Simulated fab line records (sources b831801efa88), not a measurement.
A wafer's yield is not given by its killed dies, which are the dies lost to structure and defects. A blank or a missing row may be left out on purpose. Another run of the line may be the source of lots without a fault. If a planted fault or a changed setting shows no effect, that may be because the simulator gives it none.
What tool caused it? ; flow gf180mcu ; 39 wafers from 13 lots sampled at 5 of the route's 602 steps

WHAT THE GAUGES READ, wafer by wafer
GF_POLY_GATE_CD_MEAS_10: the cd target is 280 nm.
lot;measured;on;cd-nm (nm)
L269;day 9 05:56;cd-sem-02;279.4 280.0 280.4
L271;day 9 21:55;cd-sem-01;281.2 280.1 280.7
L273;day 10 07:44;cd-sem-02;280.7 280.8 279.6
L274;day 10 17:04;cd-sem-01;278.9 278.4 279.1
L275;day 11 00:13;cd-sem-01;280.3 281.1 279.3
L276;day 11 10:37;cd-sem-02;278.4 279.3 279.6
L277;day 11 18:09;cd-sem-02;281.4 281.2 281.0
L278;day 11 22:05;cd-sem-02;283.1 282.0 283.1
L283;day 13 10:14;cd-sem-01;276.6 278.8 276.5
L284;day 13 12:52;cd-sem-01;281.1 281.4 281.2
L286;day 14 05:04;cd-sem-01;277.0 277.1 277.8
L291;day 15 22:13;cd-sem-01;281.2 281.2 280.4
L292;day 16 00:48;cd-sem-01;281.6 280.0 280.2

GF_V2_BOW_MEAS_05.
lot;measured;on;V2_BOW (um)
L269;day 19 06:08;film-metro-03;84 101 102
L271;day 20 03:20;film-metro-02;119 117 105
L273;day 20 21:04;film-metro-03;119 109 117
L274;day 21 08:43;film-metro-03;94 101 90
L275;day 21 16:38;film-metro-02;102 109 100
L276;day 22 09:31;film-metro-02;100 91 99
L277;day 22 14:42;film-metro-02;92 96 92
L278;day 22 20:43;film-metro-03;98 98 100
L283;day 24 13:34;film-metro-03;103 117 108
L284;day 24 17:27;film-metro-02;97 111 99
L286;day 25 11:59;film-metro-02;119 103 102
L291;day 26 22:59;film-metro-03;108 100 103
L292;day 27 03:55;film-metro-02;119 111 102

GF_V5_THK_MEAS_01.
lot;measured;on;V5_CVD_00_THK (nm)
L269;day 26 07:56;film-metro-02;298 300 299
L271;day 27 01:55;film-metro-04;304 308 300
L273;day 27 17:13;film-metro-04;301 295 297
L274;day 28 02:46;film-metro-04;300 302 301
L275;day 28 09:38;film-metro-04;305 302 299
L276;day 29 00:19;film-metro-03;292 297 293
L277;day 29 03:15;film-metro-02;292 296 292
L278;day 29 09:32;film-metro-03;295 301 297
L283;day 30 19:17;film-metro-03;292 295 298
L284;day 30 22:31;film-metro-02;297 299 300
L286;day 31 12:52;film-metro-02;302 304 301
L291;day 32 17:53;film-metro-03;287 293 292
L292;day 32 22:56;film-metro-04;296 301 297

TOOL THAT RAN EACH LOT (tool first, then ch and the chambers of the sampled wafers, then the start)
lot;GF_POLY_GATE_PEB_08;GF_M4_METAL_ETCH_16
L269;litho-track-04 ch 0, day 9 05:37;rie-metal-02 ch 0, day 23 10:13
L271;litho-track-04 ch 0, day 9 21:34;rie-metal-01 ch 0, day 24 05:09
L273;litho-track-02 ch 0, day 10 07:25;rie-metal-03 ch 0,1, day 24 22:47
L274;litho-track-04 ch 0, day 10 16:43;rie-metal-02 ch 0,1, day 25 09:17
L275;litho-track-02 ch 0, day 10 23:53;rie-metal-02 ch 0,1, day 25 16:13
L276;litho-track-02 ch 0, day 11 10:17;rie-metal-03 ch 0,1, day 26 08:03
L277;litho-track-02 ch 0, day 11 17:48;rie-metal-03 ch 0,1, day 26 11:08
L278;litho-track-04 ch 0, day 11 21:44;rie-metal-01 ch 0,1, day 26 16:52
L283;litho-track-04 ch 0, day 13 09:47;rie-metal-01 ch 0,1, day 28 06:47
L284;litho-track-01 ch 0, day 13 12:31;rie-metal-03 ch 0, day 28 09:17
L286;litho-track-04 ch 0, day 14 04:43;rie-metal-01 ch 0,1, day 29 01:50
L291;litho-track-01 ch 0, day 15 21:41;rie-metal-03 ch 0,1, day 30 09:09
L292;litho-track-01 ch 0, day 16 00:27;rie-metal-01 ch 0, day 30 14:36
- GF_POLY_GATE_PEB_08: peb time 90 s.
- GF_M4_METAL_ETCH_16: etches the open film in Cl2/BCl3, stops on SiO2, target depth 750.8 nm, time 125.1 s.

WHAT THE TOOLS THEMSELVES READ (means of the sampled wafers that have a number; where no wafer has one, the mark that the record gives instead)
GF_POLY_GATE_PEB_08.
lot;tool;heater-power-total-W (W);plate-temp-C (C)
L269;litho-track-04;85.80;134.97
L271;litho-track-04;85.68;135.09
L273;litho-track-02;85.73;135.09
L274;litho-track-04;85.65;135.07
L275;litho-track-02;85.66;134.99
L276;litho-track-02;85.72;135.06
L277;litho-track-02;85.65;135.03
L278;litho-track-04;85.71;134.98
L283;litho-track-04;86.74;136.21
L284;litho-track-01;85.72;134.76
L286;litho-track-04;86.77;136.28
L291;litho-track-01;85.70;134.81
L292;litho-track-01;85.67;135.02

GF_M4_METAL_ETCH_16.
lot;tool;drypump-motor-current-A (A);oes-product-au (a.u.);throttle-valve-pct (%)
L269;rie-metal-02;6.5;0.990;28.223
L271;rie-metal-01;6.2;0.995;28.231
L273;rie-metal-03;5.8;0.991;28.216
L274;rie-metal-02;6.2;0.990;28.229
L275;rie-metal-02;6.2;0.987;28.229
L276;rie-metal-03;5.6;0.996;28.233
L277;rie-metal-03;5.7;0.994;28.229
L278;rie-metal-01;5.8;0.991;28.232
L283;rie-metal-01;5.8;0.988;28.234
L284;rie-metal-03;6.0;0.990;28.229
L286;rie-metal-01;6.0;0.989;28.224
L291;rie-metal-03;5.7;0.991;28.232
L292;rie-metal-01;6.1;0.991;28.230

THE ANSWER, worked out from the rows above alone
Rule: the usual values come from the lots themselves. Put in order of their means at a reading, lots are off if they are a third of the lots or fewer, leave a main group of 4 or more, and stand apart from it by a gap of 3 or more times the standard deviation of the main group's means; of several such gaps the widest counts. A main group whose means are all the same, to the digits that the tables above print for the reading, isn't used. A lot without any number at a reading at which 4 lots or more have one is off too. Any other lot the step has rows for is counted as sound. First the gauges in route order, then the tools' own readings, where a lot's mean is used as printed above. At the first step where some lot is off, the reading lying furthest off is the one used; lots without a number count as furthest.
Off: L283, L286 (GF_POLY_GATE_PEB_08, heater-power-total-W). For the main group the mean is 85.70 W and the standard deviation 0.042.
A tool fits if, at that step or a process step before it, it ran every lot that is off, and no sound lot after the first of them. One fits: litho-track-04 at GF_POLY_GATE_PEB_08. Its last sound lot is L278 (day 11 21:44), its first lot that is off L283 (day 13 09:47): a fault that began between those two fits.
The tool's own readings at GF_POLY_GATE_PEB_08 bear it out: on the lots that are off they differ by more than 5 times the standard deviation of the sound lots' means. heater-power-total-W reads 86.75 W there against 85.70 W on the sound lots; plate-temp-C reads 136.25 C there against 134.99 C on the sound lots.

WHAT THE SIMULATOR PUT IN
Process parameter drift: litho-track-04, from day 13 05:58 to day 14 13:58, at GF_POLY_GATE_PEB_08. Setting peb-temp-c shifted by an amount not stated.
Shown lots that were struck: L283, L286. The rule given above showed the same thing.
